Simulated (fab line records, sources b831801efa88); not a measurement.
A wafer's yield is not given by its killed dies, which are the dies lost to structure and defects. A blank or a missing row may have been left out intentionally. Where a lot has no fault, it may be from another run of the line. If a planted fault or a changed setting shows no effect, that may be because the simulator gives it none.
fab line records + flow sky130
record
- lots=13
- wafers=39
- lastDay=50
route steps=708 shown METAL3@532 CAPM@541
lots that met no fault: taken from a fault-free run of the same line
startH: the number of hours between the record's first day and the start of the first shown wafer of the lot + waitH: hours since the lot's step before + " unchanged from the row above + L1.1+2: one row covering several wafers at once + - no value present, or no start provided + * or withheld: withheld + < > ~ a bound
route shown NAME@n: names a module that has steps shown in the file, with the first one's number in the route + usual: mean and standard deviation over wafers with no fault + same: alike in all rows + chamber/n: place in a boat + sites: each site's reading + _std_site: their standard deviation + _edge_site: outer sites' mean less inner sites' + radiusMm: for every site, how far away it sits from the centre of the wafer + mask NAME#n: copy n + behind: the tool/chamber that last shaped the wafer + hold: the reason the lot was held/the length of the hold in hours/how it ended + device: the transistor (n, p or np) that didn't switch + end of line: the tests these same wafers got at the end of their route + a step without rows: its recipe alone + killed: the dies lost at the first sort to structure and to defects; this is not the yield of the wafer + map: a wafer's dies, marking killed ones x, the rest . and places with no die _
set.NAME: the setting that was run; set.NAME@STEP: the one run at that earlier step + model.NAME: the simulator's own value behind a step, which no gauge read
steps of the route over a sample of lots; a table a step, a row a wafer
services: when a tool's chamber went out of use (startH, in hours from the record's first day, below 0 if earlier), for how many hours, and the reason
## steps
# step SKY_METAL3_SPUTTER_00
# recipe
- material=Ti
- targetThkNm=15
- powerW=3000
- timeS=10
- chamberPressurePa=0.4
# usual
- throttleValvePct=30.4/1.3
| lot.wafer | tool          | chamber | startH  | waitH | throttleValvePct |
|-----------|---------------|---------|---------|-------|------------------|
| L790.2    | pvdSputter-02 | -       | 876.06  | 0.2   | 30.6             |
| L790.3    | "             | -       | "       | "     | 31.7             |
| L790.5    | "             | -       | "       | "     | 30.5             |
| L789.3    | pvdSputter-02 | -       | 876.98  | 0.2   | 30.2             |
| L789.4    | "             | -       | "       | "     | 32.0             |
| L789.5    | "             | -       | "       | "     | 31.2             |
| L792.2    | pvdSputter-02 | -       | 891.53  | 0.2   | 30.4             |
| L792.3    | "             | -       | "       | "     | 29.0             |
| L792.4    | "             | -       | "       | "     | 31.9             |
| L798.1    | pvdSputter-03 | -       | 931.01  | 0.2   | 33.1             |
| L798.4    | "             | -       | "       | "     | 29.6             |
| L798.6    | "             | -       | "       | "     | 28.9             |
| L800.3    | pvdSputter-04 | -       | 944.49  | 0.1   | 28.5             |
| L800.4    | "             | -       | "       | "     | 31.7             |
| L800.5    | "             | -       | "       | "     | 29.6             |
| L803.1    | pvdSputter-02 | -       | 964.29  | 0.1   | 31.2             |
| L803.3    | "             | -       | "       | "     | 30.4             |
| L803.6    | "             | -       | "       | "     | 32.0             |
| L805.1    | pvdSputter-02 | -       | 970.77  | 0.1   | 30.5             |
| L805.2    | "             | -       | "       | "     | 29.0             |
| L805.4    | "             | -       | "       | "     | 31.3             |
| L806.1    | pvdSputter-02 | -       | 976.84  | 0.1   | 29.1             |
| L806.2    | "             | -       | "       | "     | 31.5             |
| L806.3    | "             | -       | "       | "     | 30.7             |
| L807.2    | pvdSputter-02 | -       | 986.87  | 0.1   | 30.4             |
| L807.3    | "             | -       | "       | "     | 31.0             |
| L807.4    | "             | -       | "       | "     | 29.1             |
| L808.2    | pvdSputter-02 | -       | 992.35  | 0.1   | 31.3             |
| L808.5    | "             | -       | "       | "     | 30.4             |
| L808.6    | "             | -       | "       | "     | 28.9             |
| L809.1    | pvdSputter-04 | -       | 1000.35 | 0.2   | 32.1             |
| L809.3    | "             | -       | "       | "     | 29.5             |
| L809.4    | "             | -       | "       | "     | 28.4             |
| L810.4    | pvdSputter-02 | -       | 1007.78 | 0.1   | 31.4             |
| L810.5    | "             | -       | "       | "     | 30.4             |
| L810.6    | "             | -       | "       | "     | 31.2             |
| L811.1    | pvdSputter-04 | -       | 1015.21 | 0.1   | 29.5             |
| L811.3    | "             | -       | "       | "     | 29.9             |
| L811.4    | "             | -       | "       | "     | 31.9             |
# step SKY_METAL3_SPUTTER_02
# recipe
- material=AlCu
- targetThkNm=735
- powerW=10600
- timeS=39.1
- chamberPressurePa=0.4
# usual
- throttleValvePct=30.5/1.3
| lot.wafer | tool          | chamber | startH  | waitH | throttleValvePct |
|-----------|---------------|---------|---------|-------|------------------|
| L790.2    | pvdSputter-02 | -       | 876.11  | 0.0   | 30.4             |
| L790.3    | "             | -       | "       | "     | 31.9             |
| L790.5    | "             | -       | "       | "     | 30.4             |
| L789.3    | pvdSputter-02 | -       | 877.03  | 0.0   | 30.3             |
| L789.4    | "             | -       | "       | "     | 32.1             |
| L789.5    | "             | -       | "       | "     | 31.4             |
| L792.2    | pvdSputter-02 | -       | 891.58  | 0.0   | 30.4             |
| L792.3    | "             | -       | "       | "     | 29.1             |
| L792.4    | "             | -       | "       | "     | 31.8             |
| L798.1    | pvdSputter-03 | -       | 931.06  | 0.0   | 33.1             |
| L798.4    | "             | -       | "       | "     | 29.6             |
| L798.6    | "             | -       | "       | "     | 29.5             |
| L800.3    | pvdSputter-04 | -       | 944.54  | 0.0   | 28.3             |
| L800.4    | "             | -       | "       | "     | 31.9             |
| L800.5    | "             | -       | "       | "     | 29.7             |
| L803.1    | pvdSputter-02 | -       | 964.34  | 0.0   | 31.1             |
| L803.3    | "             | -       | "       | "     | 30.4             |
| L803.6    | "             | -       | "       | "     | 31.7             |
| L805.1    | pvdSputter-02 | -       | 970.82  | 0.0   | 30.6             |
| L805.2    | "             | -       | "       | "     | 29.3             |
| L805.4    | "             | -       | "       | "     | 31.3             |
| L806.1    | pvdSputter-02 | -       | 976.89  | 0.0   | 29.3             |
| L806.2    | "             | -       | "       | "     | 31.4             |
| L806.3    | "             | -       | "       | "     | 30.2             |
| L807.2    | pvdSputter-02 | -       | 986.92  | 0.0   | 30.4             |
| L807.3    | "             | -       | "       | "     | 31.4             |
| L807.4    | "             | -       | "       | "     | 29.0             |
| L808.2    | pvdSputter-02 | -       | 992.40  | 0.0   | 31.1             |
| L808.5    | "             | -       | "       | "     | 30.4             |
| L808.6    | "             | -       | "       | "     | 29.3             |
| L809.1    | pvdSputter-04 | -       | 1000.40 | 0.0   | 31.8             |
| L809.3    | "             | -       | "       | "     | 29.7             |
| L809.4    | "             | -       | "       | "     | 28.3             |
| L810.4    | pvdSputter-02 | -       | 1007.83 | 0.0   | 31.4             |
| L810.5    | "             | -       | "       | "     | 30.5             |
| L810.6    | "             | -       | "       | "     | 31.2             |
| L811.1    | pvdSputter-04 | -       | 1015.26 | 0.0   | 29.8             |
| L811.3    | "             | -       | "       | "     | 29.9             |
| L811.4    | "             | -       | "       | "     | 31.9             |
# step SKY_CAPM_THK_MEAS_04
# recipe
- thkMeasGauge=xrf
- reads=TiN_of_CAPM_SPUTTER_02
# usual
- CAPM_TIN_THK=201.3/2.1
| lot.wafer | tool         | chamber | startH  | waitH | CAPM_TIN_THK[nm] |
|-----------|--------------|---------|---------|-------|------------------|
| L790.2    | filmMetro-03 | -       | 876.53  | 0.1   | 201.2            |
| L790.3    | "            | -       | "       | "     | 201.3            |
| L790.5    | "            | -       | "       | "     | 197.8            |
| L789.3    | filmMetro-03 | -       | 877.47  | 0.1   | 201.4            |
| L789.4    | "            | -       | "       | "     | 202.1            |
| L789.5    | "            | -       | "       | "     | 200.9            |
| L792.2    | filmMetro-03 | -       | 892.00  | 0.1   | 204.2            |
| L792.3    | "            | -       | "       | "     | 202.1            |
| L792.4    | "            | -       | "       | "     | 203.4            |
| L798.1    | filmMetro-01 | -       | 931.49  | 0.1   | 202.0            |
| L798.4    | "            | -       | "       | "     | 203.7            |
| L798.6    | "            | -       | "       | "     | 204.0            |
| L800.3    | filmMetro-01 | -       | 944.97  | 0.1   | 199.3            |
| L800.4    | "            | -       | "       | "     | 197.3            |
| L800.5    | "            | -       | "       | "     | 199.2            |
| L803.1    | filmMetro-01 | -       | 964.75  | 0.1   | 202.1            |
| L803.3    | "            | -       | "       | "     | 200.8            |
| L803.6    | "            | -       | "       | "     | 199.7            |
| L805.1    | filmMetro-03 | -       | 971.23  | 0.1   | 201.4            |
| L805.2    | "            | -       | "       | "     | 202.7            |
| L805.4    | "            | -       | "       | "     | 199.6            |
| L806.1    | filmMetro-04 | -       | 977.32  | 0.1   | 202.4            |
| L806.2    | "            | -       | "       | "     | 201.2            |
| L806.3    | "            | -       | "       | "     | 203.6            |
| L807.2    | filmMetro-04 | -       | 987.36  | 0.1   | 202.3            |
| L807.3    | "            | -       | "       | "     | 200.4            |
| L807.4    | "            | -       | "       | "     | 202.8            |
| L808.2    | filmMetro-01 | -       | 992.84  | 0.1   | 200.4            |
| L808.5    | "            | -       | "       | "     | 202.4            |
| L808.6    | "            | -       | "       | "     | 201.9            |
| L809.1    | filmMetro-04 | -       | 1000.82 | 0.1   | 204.4            |
| L809.3    | "            | -       | "       | "     | 204.0            |
| L809.4    | "            | -       | "       | "     | 205.3            |
| L810.4    | filmMetro-04 | -       | 1008.27 | 0.1   | 198.7            |
| L810.5    | "            | -       | "       | "     | 200.7            |
| L810.6    | "            | -       | "       | "     | 199.3            |
| L811.1    | filmMetro-04 | -       | 1015.67 | 0.1   | 201.7            |
| L811.3    | "            | -       | "       | "     | 199.4            |
| L811.4    | "            | -       | "       | "     | 201.4            |
# step SKY_METAL3_CD_MEAS_13
# recipe
- targetCdNm=300
# usual
- cdNm=299.7/1.1
| lot.wafer | tool     | chamber | startH  | waitH | cdNm  |
|-----------|----------|---------|---------|-------|-------|
| L790.2    | cdSem-01 | -       | 925.77  | -     | 299.2 |
| L790.3    | "        | -       | "       | "     | 298.3 |
| L790.5    | "        | -       | "       | "     | 298.3 |
| L789.3    | cdSem-01 | -       | 928.19  | -     | 299.8 |
| L789.4    | "        | -       | "       | "     | 299.1 |
| L789.5    | "        | -       | "       | "     | 300.2 |
| L792.2    | cdSem-02 | -       | 941.94  | -     | 300.1 |
| L792.3    | "        | -       | "       | "     | 298.8 |
| L792.4    | "        | -       | "       | "     | 298.4 |
| L798.1    | cdSem-02 | -       | 980.52  | -     | 301.2 |
| L798.4    | "        | -       | "       | "     | 300.7 |
| L798.6    | "        | -       | "       | "     | 301.2 |
| L800.3    | cdSem-02 | -       | 992.96  | -     | 300.5 |
| L800.4    | "        | -       | "       | "     | 300.3 |
| L800.5    | "        | -       | "       | "     | 300.9 |
| L803.1    | cdSem-01 | -       | 1012.50 | -     | 299.7 |
| L803.3    | "        | -       | "       | "     | 299.2 |
| L803.6    | "        | -       | "       | "     | 299.5 |
| L805.1    | cdSem-01 | -       | 1018.58 | -     | 300.9 |
| L805.2    | "        | -       | "       | "     | 299.9 |
| L805.4    | "        | -       | "       | "     | 300.0 |
| L806.1    | cdSem-01 | -       | 1024.65 | -     | 301.0 |
| L806.2    | "        | -       | "       | "     | 299.2 |
| L806.3    | "        | -       | "       | "     | 301.5 |
| L807.2    | cdSem-01 | -       | 1032.82 | -     | 297.5 |
| L807.3    | "        | -       | "       | "     | 298.4 |
| L807.4    | "        | -       | "       | "     | 298.0 |
| L808.2    | cdSem-02 | -       | 1039.99 | -     | 296.8 |
| L808.5    | "        | -       | "       | "     | 298.3 |
| L808.6    | "        | -       | "       | "     | 297.8 |
| L809.1    | cdSem-02 | -       | 1047.37 | -     | 299.7 |
| L809.3    | "        | -       | "       | "     | 299.2 |
| L809.4    | "        | -       | "       | "     | 299.1 |
| L810.4    | cdSem-02 | -       | 1053.71 | -     | 301.7 |
| L810.5    | "        | -       | "       | "     | 300.9 |
| L810.6    | "        | -       | "       | "     | 299.2 |
| L811.1    | cdSem-02 | -       | 1061.20 | -     | 299.4 |
| L811.3    | "        | -       | "       | "     | 300.1 |
| L811.4    | "        | -       | "       | "     | 301.7 |
# step SKY_METAL3_METAL_ETCH_18
# recipe
- targetDepthA=8450
- stopOn=SiO2
- overEtchFrac=0.3
- timeS=183.1
- chemistry=Cl2/BCl3
- resistSidewallDeg=88
- pressureMtorr=10
- icpW=900
- biasW=48.5
- Cl2_flow_sccm=60
- bcl3FlowSccm=30
# usual
- drypumpMotorCurrentA=5.7/0.52
- oesProductAu=0.866/0.0061
- throttleValvePct=22.265/0.0078
| lot.wafer | tool        | chamber | startH  | waitH | drypumpMotorCurrentA | oesProductAu | rfHoursCounterH | throttleValvePct |
|-----------|-------------|---------|---------|-------|----------------------|--------------|-----------------|------------------|
| L790.2    | rieMetal-04 | 0       | 926.11  | 0.1   | 5.6                  | 0.868        | -               | 22.275           |
| L790.3    | "           | 0       | "       | "     | 5.6                  | 0.880        | -               | 22.264           |
| L790.5    | "           | 0       | "       | "     | 5.6                  | 0.870        | -               | 22.268           |
| L789.3    | rieMetal-04 | 1       | 928.51  | 0.1   | 5.0                  | 0.872        | -               | 22.277           |
| L789.4    | "           | 0       | "       | "     | 5.6                  | 0.868        | -               | 22.263           |
| L789.5    | "           | 1       | "       | "     | 5.1                  | 0.859        | -               | 22.261           |
| L792.2    | rieMetal-02 | 0       | 942.22  | 0.0   | 5.2                  | 1.007        | 2               | 22.273           |
| L792.3    | "           | 0       | "       | "     | 5.2                  | 0.857        | -               | 22.252           |
| L792.4    | "           | 1       | "       | "     | 6.6                  | 0.864        | -               | 22.259           |
| L798.1    | rieMetal-04 | 0       | 980.82  | 0.0   | 5.6                  | 0.872        | 11              | 22.269           |
| L798.4    | "           | 0       | "       | "     | 5.6                  | 0.874        | -               | 22.250           |
| L798.6    | "           | 0       | "       | "     | 5.6                  | 0.870        | -               | 22.254           |
| L800.3    | rieMetal-04 | 0       | 993.28  | 0.1   | 5.6                  | 0.869        | -               | 22.255           |
| L800.4    | "           | 1       | "       | "     | 5.1                  | 0.873        | -               | 22.282           |
| L800.5    | "           | 0       | "       | "     | 5.6                  | 0.866        | -               | 22.256           |
| L803.1    | rieMetal-02 | 0       | 1012.84 | 0.0   | 5.2                  | 0.865        | 5               | 22.267           |
| L803.3    | "           | 0       | "       | "     | 5.2                  | 0.870        | -               | 22.265           |
| L803.6    | "           | 1       | "       | "     | 6.5                  | 0.869        | -               | 22.270           |
| L805.1    | rieMetal-01 | 1       | 1018.88 | 0.0   | 6.1                  | 0.867        | 19              | 22.255           |
| L805.2    | "           | 0       | "       | "     | 5.9                  | 0.864        | 15              | 22.264           |
| L805.4    | "           | 0       | "       | "     | 5.9                  | 0.868        | -               | 22.261           |
| L806.1    | rieMetal-02 | 1       | 1024.95 | 0.0   | 6.6                  | 0.862        | 8               | 22.267           |
| L806.2    | "           | 0       | "       | "     | 5.3                  | 0.859        | 6               | 22.251           |
| L806.3    | "           | 1       | "       | "     | 6.6                  | 0.869        | -               | 22.250           |
| L807.2    | rieMetal-02 | 1       | 1033.11 | 0.0   | 6.5                  | 0.864        | 9               | 22.280           |
| L807.3    | "           | 1       | "       | "     | 6.6                  | 0.851        | -               | 22.278           |
| L807.4    | "           | 0       | "       | "     | 5.2                  | 0.856        | -               | 22.252           |
| L808.2    | rieMetal-02 | 1       | 1040.27 | 0.0   | 6.5                  | 0.860        | 10              | 22.261           |
| L808.5    | "           | 1       | "       | "     | 6.6                  | 0.876        | -               | 22.251           |
| L808.6    | "           | 0       | "       | "     | 5.2                  | 0.869        | -               | 22.267           |
| L809.1    | rieMetal-02 | 0       | 1047.67 | 0.0   | 5.2                  | 0.868        | 8               | 22.260           |
| L809.3    | "           | 1       | "       | "     | 6.5                  | 0.856        | -               | 22.272           |
| L809.4    | "           | 0       | "       | "     | 5.2                  | 0.866        | -               | 22.261           |
| L810.4    | rieMetal-02 | 1       | 1054.01 | 0.1   | 6.6                  | 0.867        | -               | 22.268           |
| L810.5    | "           | 0       | "       | "     | 5.2                  | 0.875        | -               | 22.267           |
| L810.6    | "           | 1       | "       | "     | 6.6                  | 0.863        | -               | 22.260           |
| L811.1    | rieMetal-04 | 1       | 1061.51 | 0.0   | 5.1                  | 0.872        | 13              | 22.276           |
| L811.3    | "           | 1       | "       | "     | 5.1                  | 0.859        | -               | 22.254           |
| L811.4    | "           | 0       | "       | "     | 5.5                  | 0.862        | -               | 22.254           |
## services
| tool          | chamber | startH  | hours | kind                  |
|---------------|---------|---------|-------|-----------------------|
| pvdSputter-03 | -       | 882.81  | 15.7  | repair                |
| pvdSputter-03 | -       | 884.85  | 2.9   | repair                |
| rieMetal-02   | 0       | 886.84  | -     | clean                 |
| rieMetal-02   | 0       | 886.84  | 16.0  | scheduledDown         |
| rieMetal-02   | 0       | 886.84  | 16.0  | ventCycle             |
| pvdSputter-03 | 3       | 919.62  | -     | consumableReplace:kit |
| pvdSputter-03 | 3       | 919.62  | 18.0  | scheduledDown         |
| rieMetal-04   | 1       | 925.21  | 2.4   | repair                |
| rieMetal-02   | -       | 939.08  | 1.9   | repair                |
| pvdSputter-03 | -       | 958.76  | 12.5  | repair                |
| pvdSputter-04 | 3       | 962.08  | -     | consumableReplace:kit |
| pvdSputter-04 | 3       | 962.08  | 18.0  | scheduledDown         |
| pvdSputter-04 | 3       | 962.08  | 18.0  | ventCycle             |
| pvdSputter-02 | 1       | 964.44  | -     | consumableReplace:kit |
| pvdSputter-02 | 1       | 964.44  | 18.0  | scheduledDown         |
| pvdSputter-02 | 1       | 964.44  | 18.0  | ventCycle             |
| rieMetal-04   | 1       | 975.93  | 7.1   | repair                |
| rieMetal-02   | -       | 1035.55 | 1.0   | repair                |
| pvdSputter-03 | -       | 1049.97 | 4.4   | repair                |
| pvdSputter-04 | 2       | 1051.50 | -     | consumableReplace:kit |
| pvdSputter-04 | 2       | 1051.50 | 18.0  | scheduledDown         |
| pvdSputter-04 | 2       | 1051.50 | 18.0  | ventCycle             |
| pvdSputter-02 | -       | 1054.55 | 13.2  | repair                |
| rieMetal-01   | -       | 1055.58 | 0.8   | repair                |
## key
firstSign
- step=SKY_METAL3_METAL_ETCH_18
- reading=oesProductAu
- direction=up
- sigmas=23
- usual=0.866
- struck=1.007
effect none on later readings
metAt SKY_METAL3_SPUTTER_02
struckLots L792
struckWafers L792.2
laterRowsLeftOut L792.2
sortLeftOut L792.2
notActingAt SKY_METAL3_SPUTTER_00,SKY_CAPM_THK_MEAS_04,SKY_METAL3_CD_MEAS_13
onsetBetween 877.03 891.58
fault
- kind=processParameterDrift
- tool=pvdSputter-02
- chamber=-
- onsetH=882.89
- steps=SKY_METAL3_SPUTTER_02
- channel=targetThkNm
- offset=392.87
- shape=step
- endH=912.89
- scope=struckWafersOnly
- actsIn=theseRecipesOnly
- stated=735
# sortLeftOut: the simulated sort isn't trusted on such a fault, so these wafers' sort isn't shown, and their yield isn't known
# laterRowsLeftOut: the simulator's readings of these wafers behind a module that went badly wrong aren't trusted and aren't shown, but for the sort
